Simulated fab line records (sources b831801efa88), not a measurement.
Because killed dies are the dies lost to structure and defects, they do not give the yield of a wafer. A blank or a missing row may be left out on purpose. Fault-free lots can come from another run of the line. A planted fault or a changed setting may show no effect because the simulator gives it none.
A struck lot beside a sound one    flow sky130    43 out of 708 route steps
Sound: these wafers, L648.2, L648.4, L648.6. Struck: wafers L661.3, L661.5. (L661.6 of the same lot was not struck and is left out.) The cause comes at the end.
Order at every step that has rows: each side's tool, ch and its chambers, its first start. Under that, the readings that differ: sound wafers    struck wafers    difference of the means    sigmas: that difference in standard deviations of wafers without a fault.
alike: words and numbers the same on both sides, and readings whose means are apart by under 2 such deviations; not compared: readings that were withheld, readings missing a value for some wafer, numbers with overlapping values and no deviation given by the record, and bounds like >300 which may hide the same value.
The two part at a step that has a row with sigmas, a row that says differs or no value, or rows on one side only. Numbers that don't overlap but have no deviation are shown without sigmas and don't part them. A reading that every wafer of one side lacks parts them only if that side has two wafers or more.

first, 7 steps without rows for these wafers: SKY_CONTACT_HMDS_07 (prime time 60 s); SKY_CONTACT_COAT_08 (resist thk 60 nm); SKY_CONTACT_COAT_09 (resist thk 450 nm); SKY_CONTACT_SOFTBAKE_10 (time 90 s); SKY_CONTACT_EXPOSE_11 (exposes mask CTM1, target cd 170 nm); SKY_CONTACT_PEB_12; SKY_CONTACT_DEVELOP_13 (develop time 60 s).
SKY_CONTACT_CD_MEAS_14: target cd 170 nm.
  sound: cd sem-01 at day 32 05:19; struck: cd sem-02 at day 36 23:29
  alike: cd nm
SKY_CONTACT_OVL_MEAS_15:
  sound: overlay-01 at day 32 05:25; struck: overlay-02 at day 36 23:34
  alike: CONTACT_OVL
then, 3 steps without rows for these wafers: SKY_CONTACT_ETCH_16 (etches BARC in N2/H2, stops on SiO2, time 45.9 s, target depth 60 nm); SKY_CONTACT_ETCH_17 (etches SiO2 in C4F8/O2/Ar, stops on Si3N4, target depth 340 nm); SKY_CONTACT_ETCH_18 (etches Si3N4 in CHF3/O2, stops on TiN, time 39 s, target depth 75 nm).
SKY_CONTACT_STRIP_19: strips in O2/N2.
  sound on plasma asher-01 ch 0,1, day 32 05:34; struck on plasma asher-04 ch 0, day 36 23:46
reading                       sound           struck     difference  sigmas
strip time to endpoint s (s)  3.66 3.65 3.68  3.59 3.56  -0.09       -3
  alike: drypump motor current A, oes product au
  not compared: rf hours counter h
then, 4 steps without rows for these wafers: SKY_CONTACT_STRIP_20 (strips in post etch residue remover, time 1200 s); SKY_CONTACT_CLEAN_21 (cleans in IPA, time 180 s); SKY_CONTACT_CLEAN_22 (cleans in O3/DIW); SKY_CONTACT_SPUTTER_23 (material TiN, target thk 20 nm, time 80 s).
SKY_CONTACT_CVD_24: deposits W, target thk 340 nm, time 102.12 s.
  sound on cvd w-01 ch 1, day 32 06:19; struck on cvd w-02 ch 0, day 37 00:45
  alike: heater power w
SKY_CONTACT_RS_MEAS_25: the measuring method here is four-point-probe.
  sound: film metro-01 at day 32 06:26; struck: film metro-03 at day 37 00:52
  alike: CONTACT_W_RS
SKY_CONTACT_THK_MEAS_26: measures by xrf.
  sound: film metro-01 at day 32 06:33; struck: film metro-03 at day 37 00:58
  alike: CONTACT_W_THK
then, 3 steps without rows for these wafers: SKY_CONTACT_CMP_27 (polishes, stops on SiO2, t overpolish 15 s, target thk 0 nm); SKY_METAL1_SPUTTER_00 (material Ti, target thk 15 nm, time 10 s); SKY_METAL1_SPUTTER_01 (material TiN, target thk 20 nm, time 16.7 s).
SKY_METAL1_SPUTTER_02: material AlCu, target thk 250 nm, time 13.3 s.
  sound: pvd sputter-03 at day 32 06:57; struck: pvd sputter-02 at day 37 01:22
  alike: chamber pressure pa, throttle valve pct
then, 1 step without rows for these wafers: SKY_METAL1_SPUTTER_03 (material Ti, target thk 5 nm, time 3.3 s).
SKY_METAL1_SPUTTER_04: material TiN, target thk 70 nm, time 58.3 s.
  sound: pvd sputter-03 at day 32 06:59; struck: pvd sputter-02 at day 37 01:24
  alike: chamber pressure pa, throttle valve pct
SKY_METAL1_RS_MEAS_05: the measuring method here is four-point-probe.
  sound: film metro-03 at day 32 07:04; struck: film metro-03 at day 37 01:29
  alike: METAL1_ALCU_RS
SKY_METAL1_THK_MEAS_06: measures by xrf.
  sound: film metro-03 at day 32 07:10; struck: film metro-03 at day 37 01:35
  alike: METAL1_ALCU_THK
then, 8 steps without rows for these wafers: SKY_METAL1_DEHYDRATE_07 (time 60 s); SKY_METAL1_HMDS_08 (prime time 60 s); SKY_METAL1_COAT_09 (resist thk 60 nm); SKY_METAL1_COAT_10 (resist thk 450 nm); SKY_METAL1_SOFTBAKE_11 (time 90 s); SKY_METAL1_EXPOSE_12 (exposes mask MM1, target cd 140 nm); SKY_METAL1_PEB_13; SKY_METAL1_DEVELOP_14 (develop time 60 s).
SKY_METAL1_CD_MEAS_15: target cd 140 nm.
  sound: cd sem-01 at day 33 09:16; struck: cd sem-02 at day 38 04:20
  alike: cd nm
SKY_METAL1_OVL_MEAS_16:
  sound: overlay-01 at day 33 09:22; struck: overlay-01 at day 38 04:25
reading          sound       struck  difference  sigmas
METAL1_OVL (nm)  -10 -9 -12  8 11    +20         +3
SKY_METAL1_DESCUM_17: chemistry O2, time 8 s.
  sound on rie metal-04 ch 0,1, day 33 09:24; struck on rie metal-03 ch 0,1, day 38 04:28
  alike: drypump motor current A, oes product au, temp c
  not compared: rf hours counter h
SKY_METAL1_ETCH_18: etches BARC in N2/H2, stops on SiO2, time 45.9 s, target depth 60 nm.
  sound on rie metal-04 ch 0,1, day 33 09:26; struck on rie metal-03 ch 0,1, day 38 04:30
  alike: drypump motor current A, oes product au, throttle valve pct
  not compared: rf hours counter h
then, 2 steps without rows for these wafers: SKY_METAL1_METAL_ETCH_19 (etches the open film in Cl2/BCl3, stops on SiO2, target depth 360 nm, time 78 s); SKY_METAL1_STRIP_20 (strips in O2/N2).
-- the record jumps here: 11 days lie between the struck wafers' starts before and after (it left off in module METAL1 and takes up again in module PAD_OPEN, whose first step shown is number 708 of the route) --
SKY_PAD_OPEN_PROBE_99:
  only the struck wafers here have rows in the record (prober-01, day 49 14:12); the sound ones have none

## WHERE THEY PART
Earliest at SKY_CONTACT_STRIP_19; latest, in this record, at SKY_PAD_OPEN_PROBE_99.

WHY: whatever the simulator had introduced
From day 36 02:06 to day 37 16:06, plasma asher-04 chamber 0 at SKY_CONTACT_STRIP_19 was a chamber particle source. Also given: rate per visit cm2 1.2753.
